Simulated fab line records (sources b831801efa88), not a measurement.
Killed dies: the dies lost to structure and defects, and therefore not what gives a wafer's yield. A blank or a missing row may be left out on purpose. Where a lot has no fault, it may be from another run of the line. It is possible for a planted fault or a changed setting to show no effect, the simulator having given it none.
fab line records	flow sky130
record: lots: 5	wafers: 15	lastDay: 50
route steps=708 shown LDD_HVN@270 LDD_HVP@278 LDD_LDN@289 PAD_OPEN@708
lots that met no fault: taken from a fault-free run of the same line
startH: hours from the record's first day to the start of the lot's first wafer shown	waitH: how many hours have passed since the lot's step before this one	" same as the row above	L1.1+2: one row covering several wafers at once	- no value, or no start was given	* or withheld: withheld	< > ~ a bound
route shown NAME@n: NAME is a module with steps in the file, n the number in the route of the first one	usual: mean/standard deviation taken from wafers without a fault	same: alike in all rows	chamber/n: place in a boat	sites: per-site readings	_std_site: standard deviation across them	_edge_site: mean of outer sites minus mean of inner sites	radiusMm: for every site, how far away it sits from the centre of the wafer	mask NAME#n: copy n	behind: the tool/chamber that last shaped the wafer	hold: why the lot went on hold/how many hours it stayed there/how the hold came to an end	device: names the non-switching transistor (n, p or np)	end of line: tests of these same wafers at the route's end	where a step has no rows: the recipe by itself	killed: dies that structure and defects cost at the first sort, which is not the same as the wafer's yield	map: a wafer's dies, marking killed ones x, the rest . and places with no die _
set.NAME: the run value of the setting; set.NAME@STEP: its run value at that earlier step	model.NAME: the simulator's own value behind a step, which no gauge read
lots seen at some steps along the route; tables by step, rows by wafer
services: when a tool's chamber went out of use (startH, in hours from the record's first day, below 0 if earlier), for how many hours, and the reason
== steps ==
step: SKY_LDD_HVN_SOFTBAKE_03
recipe: tempC: 90	timeS: 60	resist: NOVOLAK
step: SKY_LDD_HVN_EXPOSE_04
recipe: maskId: HVNTM	na: 0.6	sourceShape: conventional	sigmaOuter: 0.6	polarization: unpolarized	targetCdNm: 700	doseMj: 127
step: SKY_LDD_HVN_PEB_05
recipe: tempC: withheld	timeS: *	resist: NOVOLAK
step: SKY_LDD_HVN_DEVELOP_06
recipe: resist: NOVOLAK	developer: TMAH	developTimeS: 60	devTempC: 23
step: SKY_LDD_HVN_OVL_MEAS_07
usual: LDD_HVN_OVL: 0.1/1.2
lot.wafer	tool	chamber	startH	waitH	LDD_HVN_OVL[nm]
L453.1	overlay-02	-	464.93	0.1	0.4
L453.2	"	-	"	"	3.1
L453.4	"	-	"	"	0.7
L455.1	overlay-01	-	522.88	0.1	1.0
L455.4	"	-	"	"	-0.2
L455.5	"	-	"	"	1.2
L466.1	overlay-02	-	586.61	0.1	0.8
L466.4	"	-	"	"	0.1
L466.6	"	-	"	"	-0.4
L474.3	overlay-01	-	648.63	0.1	-1.6
L474.4	"	-	"	"	-1.1
L474.6	"	-	"	"	0.0
L475.2	overlay-02	-	649.28	0.1	-0.1
L475.5	"	-	"	"	0.2
L475.6	"	-	"	"	0.8
step: SKY_LDD_HVN_IMPLANT_08
recipe: species: P	energyKev: 60	doseCm2: 3e+13	tiltDeg: 40
step: SKY_LDD_HVN_STRIP_09
recipe: chemistry: O2/N2	powerW: 1400	pressureMtorr: 1500	platenTempC: withheld	o2FlowSccm: 3000	n2FlowSccm: 300	overashFraction: 0.5
usual: drypumpMotorCurrentA: 5.9/0.41	oesProductAu: 0.408/0.0044	stripTimeToEndpointS: 4.140/0.013
lot.wafer	tool	chamber	startH	waitH	drypumpMotorCurrentA	oesProductAu	rfHoursCounterH	stripTimeToEndpointS
L453.1	plasmaAsher-01	0	465.11	0.1	5.9	0.409	64	4.140
L453.2	"	1	"	"	5.5	0.405	64	4.135
L453.4	"	1	"	"	5.5	0.412	-	4.137
L455.1	plasmaAsher-04	0	523.06	0.1	6.2	0.410	7	4.113
L455.4	"	1	"	"	5.2	0.408	-	4.141
L455.5	"	0	"	"	6.2	0.411	-	4.132
L466.1	plasmaAsher-04	0	586.79	0.1	6.2	0.412	15	4.149
L466.4	"	0	"	"	6.2	0.403	-	4.157
L466.6	"	0	"	"	6.2	0.415	-	4.157
L474.3	plasmaAsher-03	0	648.83	0.1	5.8	0.409	-	4.140
L474.4	"	1	"	"	6.5	0.407	-	4.143
L474.6	"	1	"	"	6.5	0.407	-	4.105
L475.2	plasmaAsher-03	1	649.46	0.1	6.5	0.413	97	4.111
L475.5	"	1	"	"	6.5	0.408	-	4.124
L475.6	"	0	"	"	5.8	0.409	-	4.121
step: SKY_LDD_HVN_TW_MEAS_10
usual: LDD_HVN_TW: 1429/12
lot.wafer	tool	chamber	startH	waitH	LDD_HVN_TW
L453.1	filmMetro-04	-	465.21	0.1	1435
L453.2	"	-	"	"	1432
L453.4	"	-	"	"	1433
L455.1	filmMetro-01	-	523.16	0.1	1417
L455.4	"	-	"	"	1413
L455.5	"	-	"	"	1423
L466.1	filmMetro-04	-	586.89	0.1	1424
L466.4	"	-	"	"	1423
L466.6	"	-	"	"	1430
L474.3	filmMetro-01	-	648.92	0.1	1420
L474.4	"	-	"	"	1420
L474.6	"	-	"	"	1424
L475.2	filmMetro-04	-	649.57	0.1	1433
L475.5	"	-	"	"	1423
L475.6	"	-	"	"	1426
step: SKY_LDD_HVP_DEHYDRATE_00
recipe: tempC: 200	timeS: 60
step: SKY_LDD_HVP_HMDS_01
recipe: primeTimeS: 60	primeTempC: 120
step: SKY_LDD_HVP_COAT_02
recipe: resist: NOVOLAK	spinRpm: 3000	resistThkNm: 300
step: SKY_LDD_HVP_SOFTBAKE_03
recipe: tempC: 90	timeS: 60	resist: NOVOLAK
step: SKY_LDD_HVP_EXPOSE_04
recipe: maskId: HVPTM	na: 0.6	sourceShape: conventional	sigmaOuter: 0.6	polarization: unpolarized	targetCdNm: 700	doseMj: 86
usual: reticleTempC: 22.99/0.091
lot.wafer	tool	chamber	startH	waitH	mask	reticleTempC
L453.1	ilineStepper-01	0	477.15	-	HVPTM#0	23.07
L453.2	"	0	"	"	HVPTM#0	22.99
L453.4	"	0	"	"	HVPTM#0	22.97
L455.1	ilineStepper-01	0	539.32	-	HVPTM#0	22.91
L455.4	"	0	"	"	HVPTM#0	22.96
L455.5	"	0	"	"	HVPTM#0	23.06
L466.1	ilineStepper-01	0	602.08	-	LDNTM#0	23.25
L466.4	"	0	"	"	LDNTM#0	23.05
L466.6	"	0	"	"	LDNTM#0	23.05
L474.3	ilineStepper-02	0	664.17	-	HVPTM#0	23.09
L474.4	"	0	"	"	HVPTM#0	22.97
L474.6	"	0	"	"	HVPTM#0	22.95
L475.2	ilineStepper-01	0	665.00	-	HVPTM#0	22.90
L475.5	"	0	"	"	HVPTM#0	22.96
L475.6	"	0	"	"	HVPTM#0	22.93
step: SKY_LDD_HVP_PEB_05
recipe: tempC: withheld	timeS: *	resist: NOVOLAK
step: SKY_LDD_HVP_DEVELOP_06
recipe: resist: NOVOLAK	developer: TMAH	developTimeS: 60	devTempC: 23
step: SKY_LDD_HVP_OVL_MEAS_07
usual: LDD_HVP_OVL: -0.1/1.4
lot.wafer	tool	chamber	startH	waitH	LDD_HVP_OVL[nm]
L453.1	overlay-02	-	491.51	0.1	-0.8
L453.2	"	-	"	"	0.1
L453.4	"	-	"	"	0.3
L455.1	overlay-02	-	553.16	0.1	-1.0
L455.4	"	-	"	"	-1.1
L455.5	"	-	"	"	-0.8
L466.1	overlay-01	-	615.83	0.1	-
L466.4	"	-	"	"	-
L466.6	"	-	"	"	-
L474.3	overlay-02	-	677.37	0.1	3.6
L474.4	"	-	"	"	2.8
L474.6	"	-	"	"	1.5
L475.2	overlay-02	-	677.86	0.1	0.3
L475.5	"	-	"	"	-0.9
L475.6	"	-	"	"	0.9
step: SKY_LDD_HVP_IMPLANT_08
recipe: species: B	energyKev: 20	doseCm2: 1.7e+13	tiltDeg: 17.9
step: SKY_LDD_HVP_STRIP_09
recipe: chemistry: O2/N2	powerW: 1400	pressureMtorr: 1500	platenTempC: withheld	o2FlowSccm: 3000	n2FlowSccm: 300	overashFraction: 0.5
usual: drypumpMotorCurrentA: 5.6/0.41	oesProductAu: 0.409/0.0049	stripTimeToEndpointS: 4.140/0.013
lot.wafer	tool	chamber	startH	waitH	drypumpMotorCurrentA	oesProductAu	rfHoursCounterH	stripTimeToEndpointS
L453.1	plasmaAsher-01	1	491.69	0.1	5.5	0.407	67	4.140
L453.2	"	0	"	"	6.0	0.414	67	4.147
L453.4	"	1	"	"	5.5	0.417	-	4.143
L455.1	plasmaAsher-04	0	553.34	0.1	6.2	0.406	11	4.152
L455.4	"	0	"	"	6.2	0.411	-	4.120
L455.5	"	1	"	"	5.2	0.409	-	4.129
L466.1	plasmaAsher-04	0	616.01	0.1	6.1	0.406	19	4.143
L466.4	"	0	"	"	6.1	0.405	-	4.150
L466.6	"	1	"	"	5.2	0.423	-	4.146
L474.3	plasmaAsher-01	1	677.58	0.1	5.5	0.401	-	4.160
L474.4	"	0	"	"	5.9	0.408	-	4.139
L474.6	"	1	"	"	5.5	0.417	-	4.148
L475.2	plasmaAsher-02	0	678.04	0.1	5.0	0.398	59	4.148
L475.5	"	0	"	"	5.0	0.410	-	4.124
L475.6	"	1	"	"	5.5	0.409	-	4.135
step: SKY_LDD_HVP_TW_MEAS_10
usual: LDD_HVP_TW: 453/4.1
lot.wafer	tool	chamber	startH	waitH	LDD_HVP_TW
L453.1	filmMetro-03	-	491.79	0.1	458
L453.2	"	-	"	"	460
L453.4	"	-	"	"	461
L455.1	filmMetro-02	-	553.44	0.1	449
L455.4	"	-	"	"	449
L455.5	"	-	"	"	451
L466.1	filmMetro-01	-	616.11	0.1	29
L466.4	"	-	"	"	30
L466.6	"	-	"	"	30
L474.3	filmMetro-03	-	677.66	0.1	457
L474.4	"	-	"	"	458
L474.6	"	-	"	"	457
L475.2	filmMetro-01	-	678.15	0.1	450
L475.5	"	-	"	"	452
L475.6	"	-	"	"	450
step: SKY_LDD_LDN_DEHYDRATE_00
recipe: tempC: 200	timeS: 60
step: SKY_PAD_OPEN_PROBE_99
usual: defectLimitedYield: 82.8/1.9	killed_at_M0_to_M3: 43/7.5	killed_at_M4_up: 2.8/1.8	killedAtContacts: 24/5.3	killedAtFrontEnd: 14/4.2	killedAtOther: 0.3/0.54	killedDies: 84/9.4	killedOpen: 46/7.1	killedShort: 38/6.6	sort_bin_3_pad_short: 0.8/0.42	sort_bin_5_function: 10.1/1.4	sort_bin_6_memory: 6.2/1.1	sortNPass: 408/9.4	sortYieldPct: 82.8/1.9
same: grossDies: 492	killedAtBackSide: 0	sort_bin_4_leakage[%]: 0	sort_bin_8_speed[%]: 0
lot.wafer	tool	chamber	startH	waitH	defectLimitedYield[%]	killed_at_M0_to_M3	killed_at_M4_up	killedAtContacts	killedAtFrontEnd	killedAtOther	killedDies	killedOpen	killedShort	sort_bin_3_pad_short[%]	sort_bin_5_function[%]	sort_bin_6_memory[%]	sortNPass	sortYieldPct[%]
L453.1	prober-02	-	1079.61	0.1	82.1	46	3	29	9	1	88	57	30	0.6	10.2	7.1	404	82.1
L453.2	prober-02	-	1079.66	0.1	80.7	50	1	32	12	0	95	52	43	0.4	11.6	7.3	397	80.7
L453.4	prober-02	-	1079.76	0.2	81.3	49	1	27	14	1	92	56	36	0.6	11.6	6.5	400	81.3
L455.1	prober-02	-	1120.46	0.1	82.7	43	2	24	16	0	85	44	41	0.2	10.8	6.3	407	82.7
L455.4	prober-02	-	1120.61	0.2	81.5	46	0	30	15	0	91	40	51	1.0	12.0	5.5	401	81.5
L455.5	prober-02	-	1120.66	0.2	85.0	40	1	23	10	0	74	39	35	0.4	9.8	4.9	418	85.0
L475.2	prober-01	-	1194.27	0.1	82.1	42	3	28	15	0	88	58	30	0.2	12.4	5.3	404	82.1
L475.5	prober-01	-	1194.42	0.2	83.3	42	7	23	10	0	82	41	41	0.6	9.8	6.3	410	83.3
L475.6	prober-01	-	1194.47	0.2	82.5	42	4	22	18	0	86	47	38	1.0	10.8	5.7	406	82.5
killed by level:class
L453.1 VIA1:geometricParticle:open=12 CONTACT:geometricParticle:open=9 VIA2:geometricParticle:open=9 LI_CONTACT:geometricParticle:open=8 VIA3:geometricParticle:open=7 LOCAL_INTERCONNECT:geometricParticle:short=5 FIELD_ISO:geometricParticle:open=4 VIA2:geometricParticle:short=4
L453.2 VIA1:geometricParticle:open=15 CONTACT:geometricParticle:open=12 CONTACT:geometricParticle:short=7 LOCAL_INTERCONNECT:geometricParticle:short=6 VIA3:geometricParticle:short=6 VIA3:geometricParticle:open=6 LI_CONTACT:geometricParticle:open=5 VIA1:geometricParticle:short=5
L453.4 VIA1:geometricParticle:open=12 LI_CONTACT:geometricParticle:open=9 VIA2:geometricParticle:open=8 CONTACT:geometricParticle:open=7 CONTACT:geometricParticle:short=6 VIA3:geometricParticle:open=6 VIA2:geometricParticle:short=5 VIA1:geometricParticle:short=5
L455.1 VIA1:geometricParticle:open=9 LI_CONTACT:geometricParticle:open=8 METAL2:geometricParticle:short=8 CONTACT:geometricParticle:open=7 METAL1:geometricParticle:short=7 FIELD_ISO:geometricParticle:short=5 POLY_GATE:geometricParticle:open=5 VIA2:geometricParticle:open=5
L455.4 METAL1:geometricParticle:short=12 VIA1:geometricParticle:open=11 CONTACT:geometricParticle:short=10 LI_CONTACT:geometricParticle:open=8 CONTACT:geometricParticle:open=6 METAL2:geometricParticle:short=6 LI_CONTACT:geometricParticle:short=4 VIA1:geometricParticle:short=4
L455.5 VIA1:geometricParticle:open=10 CONTACT:geometricParticle:open=9 METAL1:geometricParticle:short=6 CONTACT:geometricParticle:short=5 VIA2:geometricParticle:open=5 FIELD_ISO:geometricParticle:open=4 LI_CONTACT:geometricParticle:open=4 VIA1:geometricParticle:short=4
L475.2 LI_CONTACT:geometricParticle:open=13 CONTACT:geometricParticle:open=10 VIA1:geometricParticle:open=9 VIA1:geometricParticle:short=9 POLY_GATE:geometricParticle:open=7 VIA2:geometricParticle:open=5 VIA3:geometricParticle:open=4 METAL2:geometricParticle:short=4
L475.5 VIA1:geometricParticle:open=8 CONTACT:geometricParticle:open=8 VIA2:geometricParticle:open=7 CONTACT:geometricParticle:short=6 VIA1:geometricParticle:short=6 FIELD_ISO:geometricParticle:open=5 METAL2:geometricParticle:short=5 VIA3:geometricParticle:short=5
L475.6 VIA1:geometricParticle:open=9 VIA2:geometricParticle:open=8 CONTACT:geometricParticle:open=7 FIELD_ISO:geometricParticle:short=6 LI_CONTACT:geometricParticle:open=6 VIA1:geometricParticle:short=6 VIA3:geometricParticle:open=6 FIELD_ISO:geometricParticle:open=4
== services ==
tool	chamber	startH	hours	kind
plasmaAsher-03	-	447.73	7.3	repair
plasmaAsher-04	0	448.80	-	clean
plasmaAsher-04	1	448.80	-	clean
plasmaAsher-02	-	455.12	2.0	repair
ilineStepper-01	0	483.27	-	calibration
ilineStepper-01	-	495.95	1.7	pm
plasmaAsher-03	-	533.54	4.5	repair
plasmaAsher-01	-	545.24	8.8	repair
plasmaAsher-03	-	575.71	2.8	pm
plasmaAsher-01	-	580.48	28.1	pm
plasmaAsher-03	-	587.50	3.2	repair
ilineStepper-02	-	594.09	4.2	repair
plasmaAsher-02	-	595.22	2.8	pm
ilineStepper-01	-	609.19	0.6	repair
ilineStepper-02	0	615.17	-	calibration
ilineStepper-02	-	622.42	1.7	pm
ilineStepper-01	-	629.34	3.7	repair
== key ==
firstSign: step: SKY_LDD_HVP_EXPOSE_04	reading: mask	direction: changed
effect: step: SKY_LDD_HVP_OVL_MEAS_07	reading: LDD_HVP_OVL	direction: missing
effect: step: SKY_LDD_HVP_TW_MEAS_10	reading: LDD_HVP_TW	direction: down	sigmas: 99+	usual: 453	struck: 30
metAt SKY_LDD_HVP_EXPOSE_04
struckWafers L466.1,L466.4,L466.6
rowsEnd L466.1,L466.4,L466.6
onsetBetween 539.32 602.08
fault: kind: wrongMask	tool: any	chamber: -	onsetH: 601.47	steps: SKY_LDD_HVP_EXPOSE_04	auxCopy: LDNTM#0	scope: struckLotsOnly
rowsEnd: these wafers met a further fault down the route, and their rows from its step on are left out
